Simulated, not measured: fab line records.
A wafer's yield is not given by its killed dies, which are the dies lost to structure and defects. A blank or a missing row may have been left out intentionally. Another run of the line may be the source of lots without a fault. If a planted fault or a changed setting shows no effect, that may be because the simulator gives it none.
Which of the tools did it? ; flow sky130 ; 18 wafers from 6 lots sampled at 2 of the route's 708 steps

== WHAT THE GAUGES READ, wafer by wafer ==
SKY_LI_CONTACT_CD_MEAS_12 targets a cd of 170 nm.
lot;measured;on;cd_nm (nm)
L967;day 29 19:29;cd_sem-02;169.0 168.3 167.3
L969;day 30 05:07;cd_sem-01;171.7 170.0 170.8
L973;day 31 20:10;cd_sem-02;168.2 171.1 169.1
L977;day 32 18:19;cd_sem-02;171.2 172.4 171.7
L987;day 35 20:23;cd_sem-01;169.9 170.5 171.0
L989;day 36 12:16;cd_sem-02;167.7 168.4 169.5

== WHAT TOOL EACH LOT RAN ON (gives the tool, then ch and the chambers of the sampled wafers, and finally the start) ==
lot;SKY_SD_N_STRIP_11
L967;plasma_asher-04 ch 0,1, day 28 14:35
L969;plasma_asher-04 ch 0,1, day 29 00:14
L973;plasma_asher-03 ch 0,1, day 30 15:02
L977;plasma_asher-04 ch 0,1, day 31 14:08
L987;plasma_asher-03 ch 0,1, day 34 16:23
L989;plasma_asher-03 ch 0,1, day 35 09:02
- SKY_SD_N_STRIP_11: strips in O2/N2.

== THE ANSWER, worked out from the rows above alone ==
Rule: the usual values come from the lots themselves. The widest of any qualifying gaps counts: lots, ordered by their means at a reading, are off when they make up no more than a third of the lots, leave a main group of 4 or more, and stand apart from it by 3 or more times the standard deviation of that group's means. Not used: any main group whose means are identical at the precision the tables above print for the reading. Also off: a lot with no number at a reading for which 4 or more lots have one. Where the step has rows for the other lots, those lots are counted as sound.
Across all readings shown, no lot is off: no conclusion can be drawn from this.

== WHAT HAD BEEN PUT IN BY THE SIMULATOR ==
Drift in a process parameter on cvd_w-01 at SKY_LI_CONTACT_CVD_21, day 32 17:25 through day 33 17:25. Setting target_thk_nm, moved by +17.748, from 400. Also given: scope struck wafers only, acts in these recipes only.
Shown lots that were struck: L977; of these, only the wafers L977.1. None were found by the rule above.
